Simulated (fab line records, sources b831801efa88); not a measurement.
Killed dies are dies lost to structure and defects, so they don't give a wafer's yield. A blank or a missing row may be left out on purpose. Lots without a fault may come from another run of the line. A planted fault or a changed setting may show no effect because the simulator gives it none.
fab line records | flow gf180mcu
record lots=7 wafers=21 last_day=34
route steps=602 shown V5@540
lots that met no fault: from a run of the same line without faults
start_h: hours from the record's first day to the start of the lot's first wafer shown | wait_h: hours since the lot's step before | " the same as in the row above | L1.1+2: a row that stands for several wafers | - no value, or no start given | * or withheld: withheld | < > ~ a bound
route shown NAME@n: a module of which the file shows steps, and the number in the route of the first | usual: mean/standard deviation of fault-free wafers | same: alike in all rows | chamber/n: place in a boat | sites: the reading at each site | _std_site: their standard deviation | _edge_site: outer sites' mean less inner sites' | radius_mm: how far each site lies from the wafer's centre | mask NAME#n: copy n | behind: the tool/chamber that last shaped the wafer | hold: why the lot was held/for how many hours/how that ended | device: the transistor (n, p or np) that didn't switch | end of line: the same wafers' tests at the end of the route | a step without rows: its recipe alone | killed: dies lost to structure and defects at the first sort, not the wafer's yield | map: a wafer's dies, x killed, . not, _ none there
set.NAME: the setting as run; set.NAME@STEP: as run at that earlier step | model.NAME: the simulator's own value behind a step, which no gauge read
lots at some steps of the route; a table a step, a row a wafer
services: from which hour (start_h, from the record's first day; less than 0 if before it) a tool's chamber was out of use, for how many hours, and why
## steps
# step GF_V5_CVD_00
# recipe material=SiO2 target_thk_nm=300 sigma_open_frac=0.3 temp_c=400 time_s=50 sih4_flow_sccm=60 pressure_mtorr=6
# step GF_V5_THK_MEAS_01
# recipe reads=SiO2_of_V5_CVD_00
# usual V5_CVD_00_THK=299.0/3
# columns lot.wafer tool chamber start_h wait_h V5_CVD_00_THK[nm]
L143.2 film_metro-02 - 610.31 0.0 298.0
L143.3 " - " " 303.8
L143.4 " - " " 297.0
L145.2 film_metro-01 - 627.02 0.0 298.1
L145.4 " - " " 296.1
L145.6 " - " " 297.1
L150.1 film_metro-02 - 672.35 0.0 301.4
L150.3 " - " " 300.7
L150.6 " - " " 297.5
L151.2 film_metro-01 - 675.31 0.0 305.0
L151.3 " - " " 299.0
L151.5 " - " " 301.7
L152.1 film_metro-02 - 683.47 0.0 296.5
L152.4 " - " " 297.9
L152.5 " - " " 295.8
L153.2 film_metro-02 - 685.73 0.0 302.5
L153.4 " - " " 301.5
L153.5 " - " " 305.5
L166.2 film_metro-04 - 769.55 0.1 296.8
L166.3 " - " " 294.8
L166.5 " - " " 296.9
# step GF_V5_CVD_02
# recipe material=SiO2 target_thk_nm=1450 precursor=TEOS temp_c=400 time_s=163.28 rf_w=600
# usual heater_power_w=653/85
# columns lot.wafer tool chamber start_h wait_h heater_power_w
L143.2 pecvd-03 1 610.36 0.0 570
L143.3 " 0 " " 606
L143.4 " 2 " " 827
L145.2 pecvd-04 1 627.07 0.0 536
L145.4 " 2 " " 665
L145.6 " 1 " " 636
L150.1 pecvd-02 0 672.41 0.1 691
L150.3 " 1 " " 779
L150.6 " 1 " " 652
L151.2 pecvd-02 0 675.36 0.0 658
L151.3 " 1 " " 690
L151.5 " 0 " " 720
L152.1 pecvd-02 1 683.53 0.1 715
L152.4 " 0 " " 698
L152.5 " 1 " " 784
L153.2 pecvd-04 2 685.78 0.0 686
L153.4 " 0 " " 703
L153.5 " 2 " " 528
L166.2 pecvd-02 1 769.60 0.0 831
L166.3 " 2 " " 622
L166.5 " 1 " " 650
# step GF_V5_THK_MEAS_03
# recipe reads=SiO2_of_V5_CVD_02
# usual V5_CVD_02_THK=1447/19
# columns lot.wafer tool chamber start_h wait_h V5_CVD_02_THK[nm]
L143.2 film_metro-02 - 610.47 0.1 1431
L143.3 " - " " 1453
L143.4 " - " " 1496
L145.2 film_metro-01 - 627.19 0.1 1439
L145.4 " - " " 1456
L145.6 " - " " 1457
L150.1 film_metro-01 - 672.51 0.1 1465
L150.3 " - " " 1437
L150.6 " - " " 1457
L151.2 film_metro-01 - 675.48 0.1 1447
L151.3 " - " " 1436
L151.5 " - " " 1481
L152.1 film_metro-02 - 683.64 0.1 1444
L152.4 " - " " 1483
L152.5 " - " " 1449
L153.2 film_metro-02 - 685.90 0.1 1453
L153.4 " - " " 1475
L153.5 " - " " 1455
L166.2 film_metro-04 - 769.72 0.1 1434
L166.3 " - " " 1452
L166.5 " - " " 1443
# step GF_V5_CMP_04
# recipe material=SiO2 down_force_psi=4 platen_rpm=60 pad_velocity_m_s=0.94248
# usual edge_zone_pressure_frac=1.000/0.0046 motor_current_A=11.8/0.81
# columns lot.wafer tool chamber start_h wait_h edge_zone_pressure_frac motor_current_A
L143.4 cmp-01 2 610.83 0.3 1.004 11.2
L143.2 " 3 " " 0.995 11.8
L143.3 " 0 " " 1.004 11.3
L145.2 cmp-02 1 627.38 0.2 1.003 10.4
L145.4 " 3 " " 0.993 13.0
L145.6 " 1 " " 1.005 10.8
L150.1 cmp-01 2 672.62 0.1 1.002 12.0
L150.3 " 3 " " 0.996 11.8
L150.6 " 1 " " 1.008 12.5
L151.3 cmp-01 2 675.63 0.1 1.000 11.5
L151.2 " 3 " " 1.002 11.7
L151.5 " 0 " " 1.006 11.5
L152.4 cmp-02 1 683.89 0.2 1.000 10.3
L152.1 " 2 " " 0.998 10.6
L152.5 " 0 " " 1.005 11.9
L153.2 cmp-01 0 686.00 0.1 1.000 12.0
L153.4 " 1 " " 1.003 12.6
L153.5 " 3 " " 0.996 11.9
L166.3 cmp-01 2 769.77 0.0 0.999 12.1
L166.2 " 3 " " 1.005 11.6
L166.5 " 2 " " 0.994 11.6
# step GF_V5_BOW_MEAS_05
# recipe mode=bow
# usual V5_BOW=132/8.4
# columns lot.wafer tool chamber start_h wait_h V5_BOW[um]
L143.2 film_metro-04 - 611.10 0.2 128
L143.3 " - " " 144
L143.4 " - " " 124
L145.2 film_metro-02 - 627.65 0.2 132
L145.4 " - " " 144
L145.6 " - " " 146
L150.1 film_metro-04 - 672.87 0.2 135
L150.3 " - " " 130
L150.6 " - " " 133
L151.2 film_metro-02 - 675.85 0.1 142
L151.3 " - " " 129
L151.5 " - " " 130
L152.1 film_metro-04 - 684.14 0.1 133
L152.4 " - " " 124
L152.5 " - " " 135
L153.2 film_metro-02 - 686.27 0.2 116
L153.4 " - " " 130
L153.5 " - " " 141
L166.2 film_metro-02 - 770.09 0.2 136
L166.3 " - " " 126
L166.5 " - " " 135
# step GF_V5_DEHYDRATE_06
# recipe temp_c=200 time_s=60
# step GF_V5_HMDS_07
# recipe prime_time_s=60 prime_temp_c=120
# step GF_V5_COAT_08
# recipe resist=BARC temp_c=withheld time_s=withheld spin_rpm=withheld resist_thk_nm=withheld
# step GF_V5_COAT_09
# recipe resist=KrF spin_rpm=withheld resist_thk_nm=1000
# step GF_V5_SOFTBAKE_10
# recipe temp_c=130 time_s=60 resist=KrF
# step GF_V5_EXPOSE_11
# recipe mask_id=Via5 target_cd_nm=260 na=0.68 source_shape=conventional sigma_outer=0.6 dose_mj=38
# step GF_V5_PEB_12
# recipe peb_temp_c=135 peb_time_s=90 resist=KrF
# usual chill_plate_temp_C=23.01/0.11 exhaust_pa=44.8/0.88
# columns lot.wafer tool chamber start_h wait_h chill_plate_temp_C exhaust_pa
L143.2 litho_track-04 0 631.52 - 23.07 44.7
L143.3 " 0 " " 23.03 46.1
L143.4 " 0 " " 22.99 46.0
L145.2 litho_track-01 0 647.66 - 22.99 43.5
L145.4 " 0 " " 22.91 44.5
L145.6 " 0 " " 22.97 43.5
L150.1 litho_track-04 - 691.58 - - -
L150.3 " - " " - -
L150.6 " - " " - -
L151.2 litho_track-03 - 694.89 - - -
L151.3 " - " " - -
L151.5 " - " " - -
L152.1 litho_track-03 - 702.65 - - -
L152.4 " - " " - -
L152.5 " - " " - -
L153.2 litho_track-04 0 704.77 - 23.05 45.8
L153.4 " 0 " " 23.11 46.0
L153.5 " 0 " " 23.16 46.2
L166.2 litho_track-01 0 785.61 - 23.12 44.0
L166.3 " 0 " " 22.93 44.5
L166.5 " 0 " " 23.06 44.0
# step GF_V5_DEVELOP_13
# recipe develop_time_s=60 resist=KrF dev_temp_c=21
## services
# columns tool chamber start_h hours kind
cmp-02 - 637.04 2.2 repair
cmp-01 - 653.46 1.0 repair
cmp-01 - 704.04 0.3 repair
pecvd-02 - 718.82 6.0 pm
cmp-01 - 725.34 5.4 repair
pecvd-03 - 728.73 6.0 pm
pecvd-04 - 730.35 1.4 repair
cmp-02 - 744.05 4.0 pm
cmp-02 - 748.05 - consumable_replace:conditioner
cmp-02 - 748.05 - consumable_replace:pad
cmp-01 - 780.81 4.1 pm
## key
first_sign step=GF_V5_PEB_12 reading=tool_record direction=missing
effect none on later readings
met_at GF_V5_PEB_12
struck_wafers L150.1,L150.3,L150.6,L151.2,L151.3,L151.5,L152.1,L152.4,L152.5
later_rows_left_out L150.1,L150.3,L150.6,L151.2,L151.3,L151.5,L152.1,L152.4,L152.5
sort_left_out L150.1,L150.3,L150.6,L151.2,L151.3,L151.5,L152.1,L152.4,L152.5
onset_between 631.52 691.58
fault kind=skipped_step_whole tool=litho_track-03,litho_track-04 chamber=- onset_h=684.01 steps=GF_V5_PEB_12 scope=struck_lots_only
# sort_left_out: the simulated sort isn't trusted on such a fault, so these wafers' sort isn't shown, and their yield isn't known
# later_rows_left_out: the simulator's readings of these wafers behind a module that went badly wrong aren't trusted and aren't shown, but for the sort
